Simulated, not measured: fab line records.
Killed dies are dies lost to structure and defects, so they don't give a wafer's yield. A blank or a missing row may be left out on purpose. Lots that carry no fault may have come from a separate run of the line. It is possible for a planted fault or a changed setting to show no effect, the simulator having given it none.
What tool caused it? || flow gf180mcu || at 1 step of a route of 602, 7 lots with 21 wafers sampled

## WHAT EACH GAUGE READ, for each wafer
GF_STI_THK_MEAS_24.
{"lot": "L633", "measured": "day 2 15:10", "on": "film_metro-01", "STI_CVD_23_THK (nm)": "661 650 665"}
{"lot": "L635", "measured": "day 3 02:07", "on": "film_metro-01", "STI_CVD_23_THK (nm)": "650 647 641"}
{"lot": "L638", "measured": "day 3 14:38", "on": "film_metro-01", "STI_CVD_23_THK (nm)": "635 643 649"}
{"lot": "L641", "measured": "day 4 02:46", "on": "film_metro-03", "STI_CVD_23_THK (nm)": "646 648 653"}
{"lot": "L644", "measured": "day 4 17:58", "on": "film_metro-04", "STI_CVD_23_THK (nm)": "640 657 650"}
{"lot": "L653", "measured": "day 6 16:47", "on": "film_metro-01", "STI_CVD_23_THK (nm)": "648 656 657"}
{"lot": "L655", "measured": "day 7 02:16", "on": "film_metro-01", "STI_CVD_23_THK (nm)": "644 650 639"}

## WHICH TOOL RAN EACH LOT (tool, then ch and the chambers of the sampled wafers, then the start)
Before these readings, the record contains no process step.

## THE ANSWER, worked out from the rows above alone
Rule: the lots themselves supply what counts as usual. Put in order of their means at a reading, lots are off if they are a third of the lots or fewer, leave a main group of 4 or more, and stand apart from it by a gap of 3 or more times the standard deviation of the main group's means; of several such gaps the widest counts. If all means in a main group match to the digits the tables above print for the reading, that group is not used. Also off: a lot with no number at a reading for which 4 or more lots have one. Any other lot the step has rows for is counted as sound.
No lot is off at any reading shown: from this, nothing can be told.

## WHAT HAD BEEN PUT IN BY THE SIMULATOR
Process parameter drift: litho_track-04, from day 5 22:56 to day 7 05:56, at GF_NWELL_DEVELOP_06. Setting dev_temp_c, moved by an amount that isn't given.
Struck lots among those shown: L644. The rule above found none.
